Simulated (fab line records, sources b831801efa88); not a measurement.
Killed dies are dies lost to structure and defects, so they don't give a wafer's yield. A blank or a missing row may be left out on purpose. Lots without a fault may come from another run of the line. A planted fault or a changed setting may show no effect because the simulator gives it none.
Tool commonality check | flow sky130 | 15 lots, 45 wafers sampled

WHY IT WAS OPENED
At SKY_LDD_LDN_TW_MEAS_13 the reading LDD_LDN_TW is flagged on 3 of 15 lots. Wafers without a fault read 1481, standard deviation 21.
Rule: a lot is flagged when every wafer of it that has a number lies more than 4 standard deviations from that mean, or none has a number. The other lots count as sound.

lot  | measured     | on            | LDD_LDN_TW, wafer by wafer | flag
L116 | day 22 19:48 | film_metro-03 | 1467 1460 1461             |
L118 | day 23 23:37 | film_metro-02 | 1494 1496 1487             |
L119 | day 24 06:46 | film_metro-02 | 1497 1507 1505             |
L120 | day 24 20:43 | film_metro-01 | 1477 1483 1479             |
L122 | day 25 09:32 | film_metro-03 | 1455 1448 1462             |
L124 | day 26 11:31 | film_metro-02 | 31 31 30                   | FLAGGED
L125 | day 26 12:11 | film_metro-01 | 30 30 30                   | FLAGGED
L126 | day 26 19:25 | film_metro-01 | 30 30 30                   | FLAGGED
L131 | day 29 05:55 | film_metro-03 | 1445 1451 1450             |
L132 | day 30 03:51 | film_metro-03 | 1453 1464 1464             |
L134 | day 30 04:45 | film_metro-02 | 1506 1514 1502             |
L136 | day 30 07:29 | film_metro-03 | 1459 1466 1468             |
L135 | day 30 12:41 | film_metro-02 | 1511 1505 1505             |
L138 | day 30 15:15 | film_metro-02 | 1505 1500 1502             |
L137 | day 30 16:40 | film_metro-02 | 1512 1503 1509             |
The numbers of the flagged lots are 30 on average: -1451 against the usual, or -69 standard deviations.

WHICH TOOL RAN EACH LOT
The record holds 2 process steps before the reading, out of a route of 708 steps. In each cell: the tool, then ch and the chambers that the sampled wafers went through, then the start.
lot  | flag    | SKY_LDD_HVP_STRIP_09                 | SKY_LDD_LDN_STRIP_12
L116 |         | plasma_asher-03 ch 0,1, day 21 12:49 | plasma_asher-04 ch 0,1, day 22 19:42
L118 |         | plasma_asher-03 ch 0,1, day 22 17:13 | plasma_asher-02 ch 0,1, day 23 23:31
L119 |         | plasma_asher-03 ch 0,1, day 23 01:10 | plasma_asher-02 ch 0, day 24 06:40
L120 |         | plasma_asher-03 ch 0,1, day 23 15:21 | plasma_asher-01 ch 0,1, day 24 20:37
L122 |         | plasma_asher-03 ch 0,1, day 24 04:05 | plasma_asher-02 ch 0,1, day 25 09:27
L124 | FLAGGED | plasma_asher-01 ch 0,1, day 25 05:36 | plasma_asher-04 ch 0,1, day 26 11:26
L125 | FLAGGED | plasma_asher-03 ch 0,1, day 25 06:31 | plasma_asher-02 ch 0, day 26 12:04
L126 | FLAGGED | plasma_asher-01 ch 0,1, day 25 14:46 | plasma_asher-02 ch 0,1, day 26 19:19
L131 |         | plasma_asher-04 ch 0,1, day 28 00:40 | plasma_asher-04 ch 0,1, day 29 05:49
L132 |         | plasma_asher-04 ch 1, day 28 23:31   | plasma_asher-01 ch 1, day 30 03:45
L134 |         | plasma_asher-04 ch 0,1, day 29 00:53 | plasma_asher-01 ch 0,1, day 30 04:39
L136 |         | plasma_asher-04 ch 0,1, day 29 04:05 | plasma_asher-01 ch 0,1, day 30 07:25
L135 |         | plasma_asher-04 ch 0,1, day 29 09:16 | plasma_asher-04 ch 0,1, day 30 12:34
L138 |         | plasma_asher-04 ch 0,1, day 29 12:46 | plasma_asher-04 ch 0,1, day 30 15:09
L137 |         | plasma_asher-03 ch 0,1, day 29 14:15 | plasma_asher-02 ch 0,1, day 30 16:34
What these steps do:
- SKY_LDD_HVP_STRIP_09: strips in O2/N2.
- SKY_LDD_LDN_STRIP_12: strips in O2/N2.
- SKY_LDD_LDN_TW_MEAS_13

FLAGGED OVER TOTAL, TOOL BY TOOL (the gauges that took the reading come last)
step                   | tool            | lots run | flagged | share of the flagged lots | sound lots run after its first flagged lot
SKY_LDD_HVP_STRIP_09   | plasma_asher-01 | 2        | 2       | some                      | 0
SKY_LDD_HVP_STRIP_09   | plasma_asher-03 | 7        | 1       | some                      | 1 (L137)
SKY_LDD_HVP_STRIP_09   | plasma_asher-04 | 6        | 0       | none                      | -
SKY_LDD_LDN_STRIP_12   | plasma_asher-01 | 4        | 0       | none                      | -
SKY_LDD_LDN_STRIP_12   | plasma_asher-02 | 6        | 2       | some                      | 1 (L137)
SKY_LDD_LDN_STRIP_12   | plasma_asher-04 | 5        | 1       | some                      | 3 (L131,L135,L138)
SKY_LDD_LDN_TW_MEAS_13 | film_metro-01   | 3        | 2       | some                      | 0
SKY_LDD_LDN_TW_MEAS_13 | film_metro-02   | 7        | 1       | some                      | 4 (L134,L135,L138,L137)
SKY_LDD_LDN_TW_MEAS_13 | film_metro-03   | 5        | 0       | none                      | -

WHAT THE TABLE ALLOWS
No row of the table ran every flagged lot.

WHAT THE SIMULATOR HAD PUT IN
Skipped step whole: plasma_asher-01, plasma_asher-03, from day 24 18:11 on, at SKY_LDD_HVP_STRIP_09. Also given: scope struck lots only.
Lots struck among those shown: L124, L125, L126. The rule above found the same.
